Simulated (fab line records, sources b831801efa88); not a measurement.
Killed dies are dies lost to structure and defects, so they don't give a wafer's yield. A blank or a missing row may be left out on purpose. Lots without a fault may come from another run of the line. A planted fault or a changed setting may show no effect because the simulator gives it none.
Which tool did it? | flow sky130 | 13 lots, 39 wafers sampled, at 2 steps of a route of 708

WHAT THE GAUGES READ, wafer by wafer
SKY_CONTACT_THK_MEAS_03.
lot  | measured     | on            | CONTACT_HDPCVD_THK (nm)
L502 | day 30 09:48 | film_metro-03 | 561 564 560
L503 | day 30 12:25 | film_metro-02 | 563 560 562
L504 | day 31 15:19 | film_metro-01 | 554 568 560
L505 | day 31 15:58 | film_metro-03 | 565 567 563
L506 | day 31 16:31 | film_metro-01 | 568 568 571
L507 | day 32 03:35 | film_metro-01 | 563 562 561
L508 | day 32 11:24 | film_metro-02 | 569 564 565
L509 | day 32 23:25 | film_metro-03 | 555 560 563
L511 | day 33 15:38 | film_metro-02 | 571 571 573
L512 | day 34 01:48 | film_metro-02 | 567 560 563
L518 | day 35 20:01 | film_metro-01 | 560 566 557
L519 | day 36 02:16 | film_metro-02 | 571 572 565
L522 | day 36 20:11 | film_metro-01 | 569 571 560

SKY_CONTACT_RS_MEAS_25: measures by four-point-probe.
lot  | measured     | on            | CONTACT_W_RS (ohm/sq)
L502 | day 31 15:32 | film_metro-03 | 0.341 0.339 0.336
L503 | day 31 17:37 | film_metro-01 | 0.349 0.348 0.347
L504 | day 32 19:46 | film_metro-03 | 0.342 0.337 0.338
L505 | day 32 20:11 | film_metro-01 | 0.338 0.340 0.339
L506 | day 32 21:01 | film_metro-03 | 0.344 0.341 0.344
L507 | day 33 07:58 | film_metro-01 | 0.338 0.335 0.334
L508 | day 33 15:32 | film_metro-03 | 0.340 0.338 0.340
L509 | day 34 03:39 | film_metro-03 | 0.338 0.342 0.340
L511 | day 34 19:32 | film_metro-02 | 0.339 0.341 0.340
L512 | day 35 05:35 | film_metro-03 | 0.340 0.336 0.341
L518 | day 36 23:37 | film_metro-01 | 0.343 0.345 0.339
L519 | day 37 05:01 | film_metro-01 | 0.337 0.335 0.336
L522 | day 37 23:22 | film_metro-02 | 0.334 0.338 0.342

WHICH TOOL RAN EACH LOT (tool, then ch and the chambers of the sampled wafers, then the start)
The record holds no process step before these readings.

WHAT THE TOOLS THEMSELVES READ (means of the sampled wafers that have a number; where no wafer has one, the mark that the record gives instead)
The record holds no such reading with a usual standard deviation.

THE ANSWER, worked out from the rows above alone
Rule: what is usual is taken from the lots themselves. Put in order of their means at a reading, lots are off if they are a third of the lots or fewer, leave a main group of 4 or more, and stand apart from it by a gap of 3 or more times the standard deviation of the main group's means; of several such gaps the widest counts. A main group whose means are all the same, to the digits that the tables above print for the reading, isn't used. A lot without any number at a reading at which 4 lots or more have one is off too. The other lots that the step has rows for count as sound. The gauges are gone through in route order, then the tools' own readings, and for those a lot's mean is taken as printed above. The first step at which some lot is off is used, and at that step the reading that is off furthest; a lot without a number counts as furthest.
No lot is off at any reading shown: from this, nothing can be told.

WHAT THE SIMULATOR HAD PUT IN
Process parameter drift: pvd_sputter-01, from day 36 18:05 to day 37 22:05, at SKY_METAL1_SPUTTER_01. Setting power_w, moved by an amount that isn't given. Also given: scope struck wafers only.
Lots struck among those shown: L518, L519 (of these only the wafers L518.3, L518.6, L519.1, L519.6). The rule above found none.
